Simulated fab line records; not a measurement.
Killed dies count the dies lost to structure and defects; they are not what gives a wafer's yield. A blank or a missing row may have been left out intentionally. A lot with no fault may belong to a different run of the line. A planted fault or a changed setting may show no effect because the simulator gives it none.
What tool caused it? -- flow gf180mcu -- 15 lots, 45 wafers sampled, at 2 steps of a route of 602

== WHAT EACH GAUGE READ, for each wafer ==
GF_V2_THK_MEAS_03. Usual: V2_CVD_02_THK 849 nm, standard deviation 12.
lot,measured,on,V2_CVD_02_THK (nm),flag
L976,day 19 05:50,filmMetro-04,850 852 856,
L977,day 19 23:01,filmMetro-01,832 843 855,
L978,day 20 15:23,filmMetro-04,834 827 844,
L979,day 20 15:59,filmMetro-03,867 849 857,
L980,day 21 10:38,filmMetro-03,845 848 847,
L981,day 21 12:35,filmMetro-01,859 839 872,
L982,day 21 22:12,filmMetro-04,852 857 858,
L984,day 22 13:13,filmMetro-01,846 842 862,
L986,day 23 00:40,filmMetro-03,843 821 849,
L987,day 23 10:41,filmMetro-04,837 850 864,
L988,day 23 16:59,filmMetro-03,857 831 842,
L989,day 24 00:09,filmMetro-03,849 856 859,
L992,day 25 00:40,filmMetro-04,835 854 859,
L993,day 25 09:24,filmMetro-01,831 848 845,
L994,day 25 11:20,filmMetro-03,841 865 866,

GF_V2_CD_MEAS_14 targets a cd of 260 nm. Usual: cdNm at 259.9 nm, with a standard deviation of 1.3.
lot,measured,on,cdNm (nm),flag
L976,day 20 06:23,cdSem-02,259.9 258.3 260.3,
L977,day 20 23:23,cdSem-02,262.8 261.3 260.8,
L978,day 21 15:41,cdSem-01,257.5 257.6 258.8,
L979,day 21 16:02,cdSem-02,256.2 256.9 257.6,
L980,day 22 09:59,cdSem-01,260.1 259.2 258.9,
L981,day 22 12:00,cdSem-01,260.7 260.5 261.6,
L982,day 22 21:01,cdSem-02,257.6 258.8 259.2,
L984,day 23 12:35,cdSem-01,258.3 259.5 259.4,
L986,day 23 22:50,cdSem-02,261.5 261.4 262.0,
L987,day 24 09:39,cdSem-01,259.6 258.9 258.8,
L988,day 24 15:46,cdSem-01,260.7 261.4 259.9,
L989,day 24 22:10,cdSem-02,260.4 261.1 260.9,
L992,day 25 22:27,cdSem-01,260.3 260.7 259.4,
L993,day 26 06:11,cdSem-01,259.3 260.5 260.2,
L994,day 26 09:03,cdSem-02,257.8 259.2 258.8,

== WHAT TOOL EACH LOT RAN ON (gives the tool, then ch and the chambers of the sampled wafers, and finally the start) ==
No process step before these readings appears in the record.

== AS READ BY THE TOOLS THEMSELVES (means over the sampled wafers that have a number; for cases with no such wafer, the mark the record gives instead) ==
The record holds no such reading with a usual standard deviation.

== THE ANSWER, worked out from the rows above alone ==
Rule: a lot is off if the mean of its wafers that have a number lies more than 3 standard deviations from the usual mean. Also off: a lot with no number at a reading for which 4 or more lots have one. The other lots that the step has rows for count as sound. The gauges are gone through in route order, then the tools' own readings, and for those a lot's mean is taken as printed above. At the first step where some lot is off, the reading lying furthest off is the one used; lots without a number count as furthest.
None of the lots is off at any reading shown; this tells nothing.

== WHAT THE SIMULATOR HAD INSERTED ==
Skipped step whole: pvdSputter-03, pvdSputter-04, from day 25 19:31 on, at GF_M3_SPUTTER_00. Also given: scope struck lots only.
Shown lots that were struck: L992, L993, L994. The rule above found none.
